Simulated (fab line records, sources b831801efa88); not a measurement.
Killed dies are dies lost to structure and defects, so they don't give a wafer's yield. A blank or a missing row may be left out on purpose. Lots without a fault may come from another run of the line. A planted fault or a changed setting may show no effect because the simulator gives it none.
Chamber matching | flow gf180mcu | GF_V2_ETCH_16 on rie_diel-01: 4 sister chambers
The step etches BARC in N2/H2. 8 wafers are shown with their chamber, then 7 later ones without.

WAFERS WITH THEIR CHAMBER
wafer  | chamber | drypump_motor_current_A (A) | throttle_valve_pct (%)
L668.3 | 0       | 5.5                         | 13.229
L672.5 | 2       | 6.5                         | 13.228
L674.3 | 3       | 5.2                         | 13.240
L684.1 | 2       | 6.5                         | 13.210
L684.4 | 3       | 5.2                         | 13.222
L684.6 | 1       | 5.2                         | 13.226
L685.1 | 1       | 5.2                         | 13.224
L685.4 | 0       | 5.4                         | 13.235

WAFERS WITHOUT THEIR CHAMBER
wafer  | drypump_motor_current_A (A) | throttle_valve_pct (%)
L685.6 | 5.2                         | 13.225
L686.2 | 6.4                         | 13.231
L686.4 | 5.2                         | 13.235
L686.6 | 5.2                         | 13.226
L688.1 | 6.5                         | 13.218
L688.2 | 5.4                         | 13.235
L688.5 | 5.2                         | 13.235

WHICH CHAMBER EACH WENT THROUGH
wafer  | from the rows above     | in truth
L685.6 | can't be placed: 1 or 3 | 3
L686.2 | 2                       | 2
L686.4 | can't be placed: 3 or 1 | 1
L686.6 | can't be placed: 1 or 3 | 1
L688.1 | 2                       | 2
L688.2 | 0                       | 0
L688.5 | can't be placed: 3 or 1 | 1
Placed correctly: 3 of 7. Can't be placed from these rows: 4 (the true chamber is among the candidates in 4). Placed wrongly: 0.
How it was worked out, from the rows above alone: a wafer's distance from a chamber is the root of the sum, over the readings, of the square of ((its reading less the chamber's mean) divided by the reading's scatter). The wafer belongs to the nearest chamber; if the next one is less than 2 further off, it can't be placed. A chamber's mean is the mean of its shown wafers. The scatter: the root of (the sum of the squares of (reading less its chamber's mean) over the shown wafers, divided by (wafers less chambers)).
